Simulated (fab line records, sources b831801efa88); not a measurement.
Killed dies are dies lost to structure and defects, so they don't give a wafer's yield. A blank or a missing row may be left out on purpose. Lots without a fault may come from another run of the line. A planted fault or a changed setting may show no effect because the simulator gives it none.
Chamber matching | flow sky130 | SKY_VIA4_CMP_02 on cmp-01: 4 sister chambers
The step polishes SiO2. 4 wafers are shown with their chamber, then 12 later ones without.

WAFERS WITH THEIR CHAMBER
wafer  | chamber | motor_current_A (A)
L091.4 | 0       | 13.3
L093.1 | 1       | 13.9
L093.2 | 2       | 12.3
L093.3 | 3       | 11.7

WAFERS WITHOUT THEIR CHAMBER
wafer  | motor_current_A (A)
L093.4 | 12.9
L093.5 | 12.7
L093.6 | 12.0
L094.4 | 10.8
L094.5 | 13.0
L094.6 | 13.2
L095.3 | 10.9
L095.5 | 13.2
L095.6 | 11.6
L096.2 | 11.0
L096.4 | 13.1
L096.5 | 13.0

WHICH CHAMBER EACH WENT THROUGH
wafer  | from the rows above               | in truth
L093.4 | can't be placed: 0 or 2 or 1 or 3 | 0
L093.5 | can't be placed: 2 or 0 or 3 or 1 | 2
L093.6 | can't be placed: 2 or 3           | 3
L094.4 | can't be placed: 3 or 2           | 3
L094.5 | can't be placed: 0 or 2 or 1      | 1
L094.6 | can't be placed: 0 or 1 or 2      | 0
L095.3 | can't be placed: 3 or 2           | 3
L095.5 | can't be placed: 0 or 1 or 2      | 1
L095.6 | can't be placed: 3 or 2           | 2
L096.2 | can't be placed: 3 or 2           | 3
L096.4 | can't be placed: 0 or 2 or 1      | 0
L096.5 | can't be placed: 0 or 2 or 1      | 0
Placed correctly: 0 of 12. Can't be placed from these rows: 12 (the true chamber is among the candidates in 12). Placed wrongly: 0.
How it was worked out, from the rows above alone: a wafer's distance from a chamber is the root of the sum, over the readings, of the square of ((its reading less the chamber's mean) divided by the reading's scatter). The wafer belongs to the nearest chamber; if the next one is less than 2 further off, it can't be placed. A chamber's mean is the mean of its shown wafers. The scatter: with one shown wafer a chamber, the root of the mean of the squares of how far each hidden wafer lies from its nearest shown one.
